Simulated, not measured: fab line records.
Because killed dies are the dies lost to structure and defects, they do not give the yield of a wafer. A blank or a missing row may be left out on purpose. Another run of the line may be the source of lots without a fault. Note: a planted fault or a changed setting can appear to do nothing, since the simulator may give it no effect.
A lot that was struck, set against a sound lot | flow sky130 | 18 steps out of a route of 708
Sound: wafers L686.1, L686.2, L686.4. Struck: wafer L697.2 (left out: L697.1, L697.6 of the same lot, which were not struck); the cause appears at the end.
For every step that has rows: the tool of each side, followed by ch and its chambers, followed by its first start. Under that, the readings that differ: sound wafers | struck wafers | difference of the means | sigmas: that difference in standard deviations of wafers without a fault.
alike: same words and numbers on both sides, and readings whose means sit less than 2 such deviations apart. not compared: any withheld reading, any reading some wafer has no value for, any bound like >300 that may hide the same value, and any number with overlapping values for which the record gives no deviation.
A row with sigmas, a row that says differs or no value, or rows on one side alone: a step with any of these is where the two part. Numbers that don't overlap but have no deviation are shown without sigmas and don't part them. Lack of a reading on every wafer of one side parts them only where that side has two or more wafers.

first, 5 steps without rows for these wafers: SKY_VIA4_COAT_06 (resist thk 1140 nm); SKY_VIA4_SOFTBAKE_07 (time 60 s); SKY_VIA4_EXPOSE_08 (exposes mask VIM4, target cd 800 nm); SKY_VIA4_PEB_09; SKY_VIA4_DEVELOP_10 (develop time 60 s).
SKY_VIA4_OVL_MEAS_11:
  sound on overlay-01 at day 42 19:42; struck on overlay-01 at day 46 21:42
  alike: VIA4_OVL
SKY_VIA4_ETCH_12: etches SiO2 in C4F8/O2/Ar, stops on TiN, target depth 580 nm.
  sound on rie-diel-02 ch 1,2,3, day 42 19:44; struck on rie-diel-02 ch 2, day 46 21:44
  alike: bias-w, oes-product-au
SKY_VIA4_STRIP_13: strips in O2/N2.
  sound on plasma-asher-04 ch 0,1, day 42 19:49; struck on plasma-asher-04 ch 0, day 46 21:49
  alike: drypump-motor-current-A, n2-flow-sccm, oes-product-au, strip-time-to-endpoint-s
  not compared: rf-hours-counter-h
then, 3 steps without rows for these wafers: SKY_VIA4_STRIP_14 (strips in post etch residue remover, time 1200 s); SKY_VIA4_CLEAN_15 (cleans in IPA, time 180 s); SKY_VIA4_CLEAN_16 (cleans in O3/DIW).
SKY_VIA4_SPUTTER_17: material TiN, target thk 20 nm, time 80 s.
  sound on pvd-sputter-04 at day 42 20:30; struck on pvd-sputter-02 at day 46 22:26
  alike: chamber-pressure-pa, throttle-valve-pct
SKY_VIA4_CVD_18: deposits W, target thk 505 nm, time 152.14 s.
  sound on cvd-w-02 ch 0,1, day 42 20:34; struck on cvd-w-01 ch 0, day 46 22:29
  reading                            | sound                | struck | difference | sigmas
  susceptor-temp-C (C)               | 400.06 400.05 399.91 | 392.90 | -7.11      | -32
  model.W_of_VIA4_CVD_18.thk-nm (nm) | 505.4 507.4 500.8    | 430.8  | -73.7      |
  alike: chamber-pressure-Torr, heater-power-w
SKY_VIA4_RS_MEAS_19: uses a four-point probe to measure.
  sound on film-metro-01 at day 42 20:43; struck on film-metro-03 at day 46 22:38
  reading            | sound                | struck | difference | sigmas
  VIA4_W_RS (ohm/sq) | 0.2268 0.2254 0.2280 | 0.2654 | +0.0387    | +15
SKY_VIA4_THK_MEAS_20: measures by xrf.
  sound on film-metro-01 at day 42 20:50; struck on film-metro-03 at day 46 22:46
  reading         | sound       | struck | difference | sigmas
  VIA4_W_THK (nm) | 520 517 510 | 442    | -74        | -11
SKY_VIA4_CMP_21: polishes, stops on SiO2, t overpolish 25 s, target thk 0 nm.
  sound on cmp-01 ch 1,2,3, day 42 20:56; struck on cmp-02 ch 2, day 46 22:49
  reading                 | sound             | struck | difference | sigmas
  edge-zone-pressure-frac | 0.994 0.995 0.996 | 1.007  | +0.012     | +2
  time-to-endpoint-s (s)  | 120 115 118       | 99     | -19        | -5
  alike: motor-current-A
SKY_METAL5_SPUTTER_00: material Ti, target thk 15 nm, time 10 s.
  sound on pvd-sputter-01 at day 42 21:11; struck on pvd-sputter-03 at day 46 23:07
  alike: chamber-pressure-pa, throttle-valve-pct
-- the record jumps here: 3 days lie between the struck wafers' starts before and after (it left off in module METAL5 and takes up again in module PAD_OPEN, whose first step shown is number 708 of the route) --
SKY_PAD_OPEN_PROBE_99:
  rows exist in the record for the struck wafers here (prober-02, day 49 11:58), but not for the sound ones

WHERE THEY PART
First at SKY_VIA4_CVD_18; last, within this record, at SKY_PAD_OPEN_PROBE_99.

WHY: the cause the simulator had injected
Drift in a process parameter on cvd-w-01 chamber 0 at SKY_VIA4_CVD_18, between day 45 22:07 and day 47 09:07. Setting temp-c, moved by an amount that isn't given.
